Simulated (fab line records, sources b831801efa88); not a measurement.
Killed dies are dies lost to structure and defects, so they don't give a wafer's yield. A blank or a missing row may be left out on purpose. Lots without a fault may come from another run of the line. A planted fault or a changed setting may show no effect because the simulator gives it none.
Which tool did it? | flow sky130 | 13 lots, 39 wafers sampled, at 3 steps of a route of 708

WHAT THE GAUGES READ, wafer by wafer
The record holds no reading of a measuring or inspecting step that can be judged against a usual standard deviation.

WHICH TOOL RAN EACH LOT (tool, then ch and the chambers of the sampled wafers, then the start)
lot  | SKY_VIA3_ETCH_15                   | SKY_VIA3_STRIP_16                    | SKY_PAD_OPEN_PROBE_99
L294 | rie_diel-04 ch 0,1,3, day 39 06:37 | plasma_asher-03 ch 0,1, day 39 06:43 | -
L295 | rie_diel-03 ch 1,3, day 39 19:28   | plasma_asher-03 ch 0, day 39 19:31   | -
L296 | rie_diel-04 ch 0,1, day 40 04:05   | plasma_asher-01 ch 0,1, day 40 04:09 | -
L297 | rie_diel-03 ch 1,2,3, day 40 12:11 | plasma_asher-04 ch 1, day 40 12:15   | -
L298 | rie_diel-02 ch 1,2,3, day 40 22:49 | plasma_asher-03 ch 0,1, day 40 22:55 | -
L301 | rie_diel-03 ch 1,3, day 41 23:16   | plasma_asher-04 ch 0,1, day 41 23:22 | -
L302 | rie_diel-04 ch 0,3, day 42 06:20   | plasma_asher-03 ch 0,1, day 42 06:24 | prober-01, day 47 22:54
L306 | rie_diel-04 ch 0,2,3, day 43 04:56 | plasma_asher-04 ch 0,1, day 43 05:00 | prober-01, day 48 16:58
L308 | rie_diel-04 ch 1,2,3, day 43 21:35 | plasma_asher-01 ch 0,1, day 43 21:39 | -
L312 | rie_diel-02 ch 0,2,3, day 44 20:14 | plasma_asher-04 ch 0,1, day 44 20:18 | prober-01, day 50 00:58
L314 | rie_diel-03 ch 0,1,3, day 45 15:38 | plasma_asher-03 ch 0,1, day 45 15:42 | prober-01, day 50 14:55
L316 | rie_diel-03 ch 0,3, day 45 19:01   | plasma_asher-01 ch 0,1, day 45 19:07 | -
L317 | rie_diel-02 ch 1,3, day 46 00:14   | plasma_asher-04 ch 0,1, day 46 00:18 | -
- SKY_VIA3_ETCH_15: etches SiO2 in C4F8/O2/Ar, stops on TiN, target depth 507 nm, time 78 s.
- SKY_VIA3_STRIP_16: strips in O2/N2.
- SKY_PAD_OPEN_PROBE_99

WHAT THE TOOLS THEMSELVES READ (means of the sampled wafers that have a number; where no wafer has one, the mark that the record gives instead)
SKY_VIA3_ETCH_15. Usual: oes_product_au 0.947 a.u., standard deviation 0.0053; run_length_s 106.1 s, standard deviation 0.42.
lot  | tool        | oes_product_au (a.u.) | run_length_s (s) | flag
L294 | rie_diel-04 | 0.948                 | 106.2            |
L295 | rie_diel-03 | 0.947                 | 105.7            |
L296 | rie_diel-04 | 0.945                 | 106.4            |
L297 | rie_diel-03 | 0.946                 | 105.9            |
L298 | rie_diel-02 | 0.947                 | 106.2            |
L301 | rie_diel-03 | 0.949                 | 105.7            |
L302 | rie_diel-04 | 0.949                 | 106.5            |
L306 | rie_diel-04 | 0.886                 | 115.5            | OFF
L308 | rie_diel-04 | 0.887                 | 115.7            | OFF
L312 | rie_diel-02 | 0.950                 | 106.4            |
L314 | rie_diel-03 | 0.945                 | 105.8            |
L316 | rie_diel-03 | 0.948                 | 106.0            |
L317 | rie_diel-02 | 0.947                 | 106.1            |

SKY_VIA3_STRIP_16. Usual: drypump_motor_current_A 6.02 A, standard deviation 0.2; oes_product_au 0.401 a.u., standard deviation 0.0045; strip_time_to_endpoint_s 4.129 s, standard deviation 0.028.
lot  | tool            | drypump_motor_current_A (A) | oes_product_au (a.u.) | strip_time_to_endpoint_s (s) | flag
L294 | plasma_asher-03 | 5.74                        | 0.399                 | 4.116                        |
L295 | plasma_asher-03 | 5.68                        | 0.400                 | 4.105                        |
L296 | plasma_asher-01 | 6.08                        | 0.406                 | 4.143                        |
L297 | plasma_asher-04 | 6.23                        | 0.397                 | 4.112                        |
L298 | plasma_asher-03 | 5.76                        | 0.405                 | 4.175                        |
L301 | plasma_asher-04 | 6.19                        | 0.398                 | 4.098                        |
L302 | plasma_asher-03 | 5.80                        | 0.399                 | 4.128                        |
L306 | plasma_asher-04 | 6.17                        | 0.395                 | 3.992                        | OFF
L308 | plasma_asher-01 | 6.02                        | 0.397                 | 3.992                        | OFF
L312 | plasma_asher-04 | 6.22                        | 0.403                 | 4.149                        |
L314 | plasma_asher-03 | 5.76                        | 0.401                 | 4.095                        |
L316 | plasma_asher-01 | 6.02                        | 0.402                 | 4.099                        |
L317 | plasma_asher-04 | 6.20                        | 0.407                 | 4.156                        |

SKY_PAD_OPEN_PROBE_99. Usual: defect_limited_yield 82.5 %, standard deviation 1.7; killed_at_M0_to_M3 43, standard deviation 6.7; killed_at_M4_up 3.2, standard deviation 1.8; killed_at_contacts 24, standard deviation 4.8; killed_at_front_end 16, standard deviation 4.2; killed_at_other 0.3, standard deviation 0.56; killed_dies 86, standard deviation 8.5; killed_on_rim 17, standard deviation 3.9; killed_open 47, standard deviation 6.7; killed_short 39, standard deviation 6; sort_bin_3_pad_short 0.9 %, standard deviation 0.45; sort_bin_5_function 10.3 %, standard deviation 1.6; sort_bin_6_memory 6.3 %, standard deviation 1; sort_n_pass 406, standard deviation 8.5; sort_yield_pct 82.5 %, standard deviation 1.7.
lot  | tool      | defect_limited_yield (%) | killed_at_M0_to_M3 | killed_at_M4_up | killed_at_contacts | killed_at_front_end | killed_at_other | killed_dies | killed_on_rim | killed_open | killed_short | sort_bin_3_pad_short (%) | sort_bin_5_function (%) | sort_bin_6_memory (%) | sort_n_pass | sort_yield_pct (%) | flag
L302 | prober-01 | 81.8                     | 46                 | 4.7             | 27                 | 12                  | 0.0             | 90          | 19            | 52          | 37           | 0.4                      | 11.6                    | 6.2                   | 402         | 81.8               |
L306 | prober-01 | 82.9                     | 36                 | 2.0             | 29                 | 18                  | 0.0             | 84          | 15            | 47          | 37           | 1.1                      | 9.5                     | 6.5                   | 408         | 82.9               |
L312 | prober-01 | 82.4                     | 46                 | 2.3             | 22                 | 16                  | 0.7             | 87          | 16            | 46          | 41           | 0.6                      | 10.4                    | 6.6                   | 405         | 82.4               |
L314 | prober-01 | 82.7                     | 42                 | 3.0             | 21                 | 18                  | 0.3             | 85          | 18            | 44          | 40           | 1.0                      | 9.8                     | 6.4                   | 407         | 82.7               |

THE ANSWER, worked out from the rows above alone
Rule: a lot is off if the mean of its wafers that have a number lies more than 3 standard deviations from the usual mean. A lot without any number at a reading at which 4 lots or more have one is off too. The other lots that the step has rows for count as sound. The gauges are gone through in route order, then the tools' own readings, and for those a lot's mean is taken as printed above. The first step at which some lot is off is used, and at that step the reading that is off furthest; a lot without a number counts as furthest.
Off: L306, L308, at SKY_VIA3_ETCH_15 (run_length_s).
A tool fits if, at that step or a process step before it, it ran every lot that is off, and no sound lot after the first of them. One fits: rie_diel-04 at SKY_VIA3_ETCH_15. Its last sound lot is L302 (day 42 06:20), its first lot that is off L306 (day 43 04:56): a fault that began between those two fits.
The tool's own readings at SKY_VIA3_ETCH_15 bear it out: on the lots that are off they differ by more than 5 times the standard deviation of the sound lots' means. oes_product_au reads 0.887 a.u. there against 0.947 a.u. on the sound lots; run_length_s reads 115.6 s there against 106.1 s on the sound lots.

WHAT THE SIMULATOR HAD PUT IN
Process parameter drift: rie_diel-04, from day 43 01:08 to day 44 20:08, at SKY_VIA3_ETCH_15. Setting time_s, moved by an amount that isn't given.
Lots struck among those shown: L306, L308. The rule above found the same.
